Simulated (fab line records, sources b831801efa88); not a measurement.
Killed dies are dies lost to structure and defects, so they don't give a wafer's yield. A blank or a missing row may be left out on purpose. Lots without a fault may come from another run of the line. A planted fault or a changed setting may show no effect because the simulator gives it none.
Which tool did it? | flow gf180mcu | 10 lots, 30 wafers sampled, at 6 steps of a route of 602

WHAT THE GAUGES READ, wafer by wafer
GF_MIM_RS_MEAS_10: measures by four-point-probe. Usual: MIM_ALCU_RS 0.1598 ohm/sq, standard deviation 0.0017.
lot  | measured     | on            | MIM_ALCU_RS (ohm/sq) | flag
L996 | day 25 13:16 | film_metro-02 | 0.1594 0.1590 0.1585 |
L999 | day 26 14:11 | film_metro-03 | 0.1601 0.1586 0.1600 |
L101 | day 27 00:58 | film_metro-03 | 0.1610 0.1618 0.1631 |
L102 | day 27 12:35 | film_metro-02 | 0.1595 0.1585 0.1582 |
L103 | day 27 17:44 | film_metro-02 | 0.1590 0.1591 0.1576 |
L107 | day 29 00:34 | film_metro-03 | 0.1593 0.1581 0.1606 |
L109 | day 29 15:14 | film_metro-03 | 0.1628 0.1616 0.1623 |
L112 | day 30 09:51 | film_metro-02 | 0.1308 0.1595 0.1571 | OFF
L115 | day 31 03:57 | film_metro-02 | 0.1592 0.1614 0.1610 |
L116 | day 31 07:58 | film_metro-03 | 0.1616 0.1626 0.1611 |

GF_MIM_THK_MEAS_11: measures by xrf. Usual: MIM_ALCU_THK 199.0 nm, standard deviation 2.6.
lot  | measured     | on            | MIM_ALCU_THK (nm) | flag
L996 | day 25 13:23 | film_metro-02 | 198.5 199.2 198.1 |
L999 | day 26 14:16 | film_metro-03 | 201.0 201.7 200.5 |
L101 | day 27 01:05 | film_metro-03 | 198.5 198.3 196.1 |
L102 | day 27 12:43 | film_metro-02 | 198.0 200.7 199.6 |
L103 | day 27 17:52 | film_metro-02 | 199.9 197.9 200.4 |
L107 | day 29 00:41 | film_metro-03 | 200.5 201.9 199.0 |
L109 | day 29 15:20 | film_metro-03 | 196.6 196.8 196.3 |
L112 | day 30 09:58 | film_metro-02 | 238.5 198.2 200.2 | OFF
L115 | day 31 04:04 | film_metro-02 | 198.2 194.5 195.0 |
L116 | day 31 08:03 | film_metro-03 | 197.7 195.9 197.7 |

WHICH TOOL RAN EACH LOT (tool, then ch and the chambers of the sampled wafers, then the start)
lot  | GF_M4_SPUTTER_04             | GF_MIM_SPUTTER_02            | GF_MIM_SPUTTER_07            | GF_MIM_SPUTTER_08
L996 | pvd_sputter-04, day 23 13:02 | pvd_sputter-03, day 25 12:53 | pvd_sputter-02, day 25 13:09 | pvd_sputter-02, day 25 13:12
L999 | pvd_sputter-03, day 24 15:04 | pvd_sputter-03, day 26 13:44 | pvd_sputter-02, day 26 14:01 | pvd_sputter-02, day 26 14:04
L101 | pvd_sputter-01, day 25 03:54 | pvd_sputter-02, day 27 00:40 | pvd_sputter-01, day 27 00:52 | pvd_sputter-01, day 27 00:54
L102 | pvd_sputter-01, day 25 15:37 | pvd_sputter-03, day 27 12:13 | pvd_sputter-02, day 27 12:29 | pvd_sputter-02, day 27 12:32
L103 | pvd_sputter-01, day 25 21:17 | pvd_sputter-03, day 27 17:22 | pvd_sputter-02, day 27 17:38 | pvd_sputter-02, day 27 17:41
L107 | pvd_sputter-01, day 27 05:58 | pvd_sputter-03, day 29 00:16 | pvd_sputter-01, day 29 00:27 | pvd_sputter-01, day 29 00:30
L109 | pvd_sputter-04, day 27 21:04 | pvd_sputter-02, day 29 14:56 | pvd_sputter-03, day 29 15:07 | pvd_sputter-03, day 29 15:10
L112 | pvd_sputter-01, day 28 17:20 | pvd_sputter-01, day 30 09:32 | pvd_sputter-02, day 30 09:44 | pvd_sputter-02, day 30 09:46
L115 | pvd_sputter-04, day 29 13:02 | pvd_sputter-01, day 31 03:40 | pvd_sputter-03, day 31 03:51 | pvd_sputter-03, day 31 03:53
L116 | pvd_sputter-04, day 29 16:36 | pvd_sputter-01, day 31 07:37 | pvd_sputter-03, day 31 07:48 | pvd_sputter-03, day 31 07:50
- GF_M4_SPUTTER_04: material TiN, target thk 50 nm, time 41.7 s.
- GF_MIM_SPUTTER_02: material AlCu, target thk 450 nm, time 23.9 s.
- GF_MIM_SPUTTER_07: material TiN, target thk 60 nm, time 50 s.
- GF_MIM_SPUTTER_08: material AlCu, target thk 200 nm, time 10.6 s.

WHAT THE TOOLS THEMSELVES READ (means of the sampled wafers that have a number; where no wafer has one, the mark that the record gives instead)
GF_M4_SPUTTER_04. Usual: cathode_dc_power_W 6500.1 W, standard deviation 1.2; throttle_valve_pct 29.8 %, standard deviation 1.3.
lot  | tool           | cathode_dc_power_W (W) | throttle_valve_pct (%) | flag
L996 | pvd_sputter-04 | 6499.5                 | 29.7                   |
L999 | pvd_sputter-03 | 6499.5                 | 30.9                   |
L101 | pvd_sputter-01 | 6499.8                 | 29.9                   |
L102 | pvd_sputter-01 | 6500.1                 | 30.6                   |
L103 | pvd_sputter-01 | 6500.7                 | 30.7                   |
L107 | pvd_sputter-01 | 6500.4                 | 29.9                   |
L109 | pvd_sputter-04 | 6500.9                 | 27.9                   |
L112 | pvd_sputter-01 | 6498.9                 | 30.6                   |
L115 | pvd_sputter-04 | 6499.1                 | 28.0                   |
L116 | pvd_sputter-04 | 6500.8                 | 29.7                   |

GF_MIM_SPUTTER_02. Usual: cathode_dc_power_W 10600 W, standard deviation 1.7; throttle_valve_pct 30.1 %, standard deviation 1.1.
lot  | tool           | cathode_dc_power_W (W) | throttle_valve_pct (%) | flag
L996 | pvd_sputter-03 | 10601                  | 30.1                   |
L999 | pvd_sputter-03 | 10599                  | 30.4                   |
L101 | pvd_sputter-02 | 10600                  | 29.6                   |
L102 | pvd_sputter-03 | 10600                  | 31.3                   |
L103 | pvd_sputter-03 | 10599                  | 30.3                   |
L107 | pvd_sputter-03 | 10599                  | 30.8                   |
L109 | pvd_sputter-02 | 10601                  | 29.5                   |
L112 | pvd_sputter-01 | 10600                  | 30.0                   |
L115 | pvd_sputter-01 | 10600                  | 30.5                   |
L116 | pvd_sputter-01 | 10600                  | 29.8                   |

GF_MIM_SPUTTER_07. Usual: cathode_dc_power_W 6500.0 W, standard deviation 1.3; throttle_valve_pct 30.0 %, standard deviation 1.1.
lot  | tool           | cathode_dc_power_W (W) | throttle_valve_pct (%) | flag
L996 | pvd_sputter-02 | 6501.2                 | 29.4                   |
L999 | pvd_sputter-02 | 6500.3                 | 29.3                   |
L101 | pvd_sputter-01 | 6500.0                 | 30.6                   |
L102 | pvd_sputter-02 | 6500.6                 | 29.1                   |
L103 | pvd_sputter-02 | 6500.8                 | 29.4                   |
L107 | pvd_sputter-01 | 6500.3                 | 30.0                   |
L109 | pvd_sputter-03 | 6500.0                 | 29.6                   |
L112 | pvd_sputter-02 | 6502.0                 | 29.2                   |
L115 | pvd_sputter-03 | 6500.6                 | 29.6                   |
L116 | pvd_sputter-03 | 6499.8                 | 31.4                   |

GF_MIM_SPUTTER_08. Usual: cathode_dc_power_W 10600 W, standard deviation 2; throttle_valve_pct 30.0 %, standard deviation 1.
lot  | tool           | cathode_dc_power_W (W) | throttle_valve_pct (%) | flag
L996 | pvd_sputter-02 | 10599                  | 29.5                   |
L999 | pvd_sputter-02 | 10598                  | 29.4                   |
L101 | pvd_sputter-01 | 10600                  | 30.6                   |
L102 | pvd_sputter-02 | 10601                  | 29.2                   |
L103 | pvd_sputter-02 | 10601                  | 29.2                   |
L107 | pvd_sputter-01 | 10600                  | 29.9                   |
L109 | pvd_sputter-03 | 10601                  | 29.7                   |
L112 | pvd_sputter-02 | 11328                  | 29.3                   | OFF
L115 | pvd_sputter-03 | 10599                  | 29.4                   |
L116 | pvd_sputter-03 | 10599                  | 31.4                   |

THE ANSWER, worked out from the rows above alone
Rule: a lot is off if the mean of its wafers that have a number lies more than 3 standard deviations from the usual mean. A lot without any number at a reading at which 4 lots or more have one is off too. The other lots that the step has rows for count as sound. The gauges are gone through in route order, then the tools' own readings, and for those a lot's mean is taken as printed above. The first step at which some lot is off is used, and at that step the reading that is off furthest; a lot without a number counts as furthest.
Off: L112, at GF_MIM_RS_MEAS_10 (MIM_ALCU_RS).
A tool fits if, at a process step before that reading, it ran every lot that is off, and no sound lot after the first of them. The gauges at GF_MIM_RS_MEAS_10 aren't tried: what is off there is off at GF_MIM_SPUTTER_08 too, on other tools, and a gauge's error can't cause that. Can't be told from this: 2 tools fit, pvd_sputter-01 at GF_M4_SPUTTER_04, pvd_sputter-02 at GF_MIM_SPUTTER_07 and GF_MIM_SPUTTER_08.

WHAT THE SIMULATOR HAD PUT IN
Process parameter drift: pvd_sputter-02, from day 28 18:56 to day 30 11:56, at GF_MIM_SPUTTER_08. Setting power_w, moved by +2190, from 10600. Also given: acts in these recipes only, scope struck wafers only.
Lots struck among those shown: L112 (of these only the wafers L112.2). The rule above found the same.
